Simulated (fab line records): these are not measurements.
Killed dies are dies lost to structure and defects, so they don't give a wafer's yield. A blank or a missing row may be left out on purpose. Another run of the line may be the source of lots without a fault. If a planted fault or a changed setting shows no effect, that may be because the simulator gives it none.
Which tool is to blame? + flow gf180mcu + 15 lots, 45 wafers sampled, at 5 steps of a route of 602

## WHAT THE GAUGES SHOWED, per wafer
GF_STI_THK_MEAS_30. Usual: STI_OXIDATION_02_THK 9.90 nm, standard deviation 0.15.
| lot  | measured    | on            | STI_OXIDATION_02_THK (nm) | flag |
|------|-------------|---------------|---------------------------|------|
| L901 | day 2 08:55 | film_metro-01 | 10.11 9.99 10.10          |      |
| L902 | day 2 13:00 | film_metro-04 | 9.94 10.06 9.91           |      |
| L903 | day 2 17:55 | film_metro-04 | 9.57 10.00 9.82           |      |
| L904 | day 3 01:32 | film_metro-02 | 9.68 9.68 9.73            |      |
| L905 | day 3 02:44 | film_metro-01 | 9.89 9.89 10.02           |      |
| L907 | day 3 13:54 | film_metro-02 | 10.09 10.02 10.04         |      |
| L908 | day 3 17:37 | film_metro-02 | 9.77 9.72 9.85            |      |
| L909 | day 4 00:20 | film_metro-02 | 10.03 10.23 10.02         |      |
| L910 | day 4 05:44 | film_metro-02 | 10.13 9.93 10.17          |      |
| L918 | day 5 20:47 | film_metro-04 | 9.58 9.61 9.77            |      |
| L919 | day 6 04:06 | film_metro-04 | 9.66 9.82 9.82            |      |
| L920 | day 6 08:41 | film_metro-02 | 9.89 10.09 10.02          |      |
| L922 | day 6 19:49 | film_metro-04 | 10.06 9.94 10.20          |      |
| L923 | day 6 23:57 | film_metro-01 | 9.87 9.72 9.72            |      |
| L924 | day 7 05:40 | film_metro-04 | 9.76 9.78 9.95            |      |

GF_MVPSD_OVL_MEAS_07. Usual: MVPSD_OVL 0.1 nm, standard deviation 1.4.
| lot  | measured     | on         | MVPSD_OVL (nm) | flag |
|------|--------------|------------|----------------|------|
| L901 | day 5 02:59  | overlay-02 | 2.0 2.7 1.4    |      |
| L902 | day 5 07:23  | overlay-01 | 0.2 -0.5 -0.8  |      |
| L903 | day 5 12:17  | overlay-01 | 1.9 -0.6 0.0   |      |
| L904 | day 5 22:44  | overlay-01 | -0.6 1.1 -0.8  |      |
| L905 | day 5 22:52  | overlay-02 | 0.0 -0.4 0.8   |      |
| L907 | day 6 12:47  | overlay-02 | 1.4 1.0 2.3    |      |
| L908 | day 6 16:58  | overlay-02 | -1.1 -0.1 -0.3 |      |
| L909 | day 6 23:41  | overlay-02 | -1.1 -1.2 -0.8 |      |
| L910 | day 7 06:37  | overlay-02 | -2.6 -2.3 -1.6 |      |
| L918 | day 9 03:32  | overlay-02 | -0.2 1.0 1.7   |      |
| L919 | day 9 13:59  | overlay-01 | 1.3 1.0 0.7    |      |
| L920 | day 9 19:08  | overlay-01 | -0.8 1.0 0.2   |      |
| L922 | day 10 05:32 | overlay-02 | -0.1 -0.7 -0.6 |      |
| L923 | day 10 09:40 | overlay-02 | -2.2 -1.3 -2.1 |      |
| L924 | day 10 17:55 | overlay-02 | 0.3 0.0 -0.6   |      |

GF_MVPSD_TW_MEAS_11. Usual: MVPSD_TW 549.9, standard deviation 2.7.
| lot  | measured     | on            | MVPSD_TW          | flag |
|------|--------------|---------------|-------------------|------|
| L901 | day 5 03:25  | film_metro-01 | 549.8 551.2 551.7 |      |
| L902 | day 5 07:50  | film_metro-03 | 549.7 549.4 551.6 |      |
| L903 | day 5 12:43  | film_metro-04 | 546.2 545.0 544.1 |      |
| L904 | day 5 23:10  | film_metro-04 | 546.8 543.5 545.4 |      |
| L905 | day 5 23:18  | film_metro-01 | 553.1 554.0 552.7 |      |
| L907 | day 6 13:13  | film_metro-04 | 547.6 547.4 546.5 |      |
| L908 | day 6 17:24  | film_metro-04 | 546.7 544.7 547.3 |      |
| L909 | day 7 00:07  | film_metro-03 | 553.4 553.1 552.2 |      |
| L910 | day 7 07:04  | film_metro-03 | 553.1 547.7 552.8 |      |
| L918 | day 9 03:58  | film_metro-01 | 549.7 545.7 549.2 |      |
| L919 | day 9 14:26  | film_metro-01 | 550.0 548.8 549.3 |      |
| L920 | day 9 19:35  | film_metro-01 | 546.6 551.2 550.1 |      |
| L922 | day 10 05:59 | film_metro-03 | 553.4 551.9 550.2 |      |
| L923 | day 10 10:07 | film_metro-03 | 551.2 553.6 553.0 |      |
| L924 | day 10 18:21 | film_metro-04 | 547.9 544.9 546.1 |      |

## TOOL THAT RAN EACH LOT (tool first, then ch and the chambers of the sampled wafers, then the start)
| lot  | GF_NWELL_COAT_02                 | GF_NWELL_STRIP_10                   |
|------|----------------------------------|-------------------------------------|
| L901 | litho_track-02 ch 0, day 3 03:23 | plasma_asher-04 ch 1, day 3 09:46   |
| L902 | litho_track-03 ch 0, day 3 07:05 | plasma_asher-01 ch 0,1, day 3 13:59 |
| L903 | litho_track-02 ch 0, day 3 11:23 | plasma_asher-01 ch 0,1, day 3 18:25 |
| L904 | litho_track-03 ch 0, day 3 20:56 | plasma_asher-02 ch 0,1, day 4 04:01 |
| L905 | litho_track-04 ch 0, day 3 21:52 | plasma_asher-04 ch 0,1, day 4 04:58 |
| L907 | litho_track-04 ch 0, day 4 09:24 | plasma_asher-01 ch 1, day 4 16:46   |
| L908 | litho_track-04 ch 0, day 4 13:10 | plasma_asher-02 ch 0,1, day 4 20:25 |
| L909 | litho_track-04 ch 0, day 4 19:45 | plasma_asher-04 ch 0,1, day 5 03:27 |
| L910 | litho_track-02 ch 0, day 5 02:07 | plasma_asher-04 ch 0,1, day 5 09:12 |
| L918 | litho_track-02 ch 0, day 6 18:56 | plasma_asher-04 ch 0,1, day 7 03:07 |
| L919 | litho_track-02 ch 0, day 7 03:28 | plasma_asher-02 ch 0,1, day 7 11:23 |
| L920 | litho_track-02 ch 0, day 7 07:55 | plasma_asher-02 ch 0,1, day 7 15:59 |
| L922 | litho_track-02 ch 0, day 7 18:49 | plasma_asher-04 ch 0,1, day 8 03:47 |
| L923 | litho_track-04 ch 0, day 7 23:31 | plasma_asher-02 ch 0,1, day 8 08:07 |
| L924 | litho_track-04 ch 0, day 8 05:43 | plasma_asher-04 ch 0,1, day 8 14:16 |
- GF_NWELL_COAT_02: resist thk 3000 nm.
- GF_NWELL_STRIP_10: strips in O2/N2.

## AS READ BY THE TOOLS THEMSELVES (means over the sampled wafers that have a number; for cases with no such wafer, the mark the record gives instead)
GF_NWELL_COAT_02. Usual: 2000.2 rpm for spin_speed_rpm, sd 1.4.
| lot  | tool           | spin_speed_rpm (rpm) | flag |
|------|----------------|----------------------|------|
| L901 | litho_track-02 | 1999.7               |      |
| L902 | litho_track-03 | 1999.0               |      |
| L903 | litho_track-02 | 2000.1               |      |
| L904 | litho_track-03 | 2000.7               |      |
| L905 | litho_track-04 | 2000.0               |      |
| L907 | litho_track-04 | 2001.6               |      |
| L908 | litho_track-04 | 2000.4               |      |
| L909 | litho_track-04 | 2001.1               |      |
| L910 | litho_track-02 | 1997.8               |      |
| L918 | litho_track-02 | 1999.6               |      |
| L919 | litho_track-02 | 2000.2               |      |
| L920 | litho_track-02 | 2000.5               |      |
| L922 | litho_track-02 | 2001.2               |      |
| L923 | litho_track-04 | 1998.3               |      |
| L924 | litho_track-04 | 2000.7               |      |

GF_NWELL_STRIP_10. Usual: drypump_motor_current_A 5.6 A, standard deviation 0.39; heater_power_w 334 W, standard deviation 37; oes_product_au 0.722 a.u., standard deviation 0.005; strip_time_to_endpoint_s 37.00 s, standard deviation 0.1.
| lot  | tool            | drypump_motor_current_A (A) | heater_power_w (W) | oes_product_au (a.u.) | strip_time_to_endpoint_s (s) | flag |
|------|-----------------|-----------------------------|--------------------|-----------------------|------------------------------|------|
| L901 | plasma_asher-04 | 4.9                         | 328                | 0.722                 | 37.12                        |      |
| L902 | plasma_asher-01 | 5.9                         | 329                | 0.717                 | 36.93                        |      |
| L903 | plasma_asher-01 | 6.0                         | 312                | 0.724                 | 37.01                        |      |
| L904 | plasma_asher-02 | 5.8                         | 304                | 0.719                 | 37.02                        |      |
| L905 | plasma_asher-04 | 5.1                         | 342                | 0.719                 | 36.83                        |      |
| L907 | plasma_asher-01 | 6.0                         | 295                | 0.720                 | 23.82                        | OFF  |
| L908 | plasma_asher-02 | 5.8                         | 319                | 0.723                 | 23.85                        | OFF  |
| L909 | plasma_asher-04 | 5.1                         | 352                | 0.718                 | 23.83                        | OFF  |
| L910 | plasma_asher-04 | 5.1                         | 345                | 0.719                 | 37.14                        |      |
| L918 | plasma_asher-04 | 5.3                         | 370                | 0.725                 | 37.05                        |      |
| L919 | plasma_asher-02 | 5.8                         | 323                | 0.726                 | 36.99                        |      |
| L920 | plasma_asher-02 | 5.7                         | 302                | 0.721                 | 37.05                        |      |
| L922 | plasma_asher-04 | 5.1                         | 353                | 0.723                 | 36.97                        |      |
| L923 | plasma_asher-02 | 5.7                         | 300                | 0.721                 | 36.83                        |      |
| L924 | plasma_asher-04 | 5.3                         | 373                | 0.716                 | 36.88                        |      |

## THE ANSWER, worked out from the rows above alone
Rule: lot off if the mean of its wafers having a number is beyond 3 standard deviations from the usual mean. A lot without any number at a reading at which 4 lots or more have one is off too. Any other lot the step has rows for is counted as sound. After the gauges, taken in route order, come the tools' own readings; for these a lot's mean is taken, as printed above. The first step at which some lot is off is used, and at that step the reading that is off furthest; a lot without a number counts as furthest.
Off, at GF_NWELL_STRIP_10 on strip_time_to_endpoint_s: L907, L908, L909.
If a tool, at that step or one of the process steps before it, ran each lot that is off and ran no sound lot following the first of them, it fits. None of those tried fits.

## WHAT THE SIMULATOR HAD PUT IN
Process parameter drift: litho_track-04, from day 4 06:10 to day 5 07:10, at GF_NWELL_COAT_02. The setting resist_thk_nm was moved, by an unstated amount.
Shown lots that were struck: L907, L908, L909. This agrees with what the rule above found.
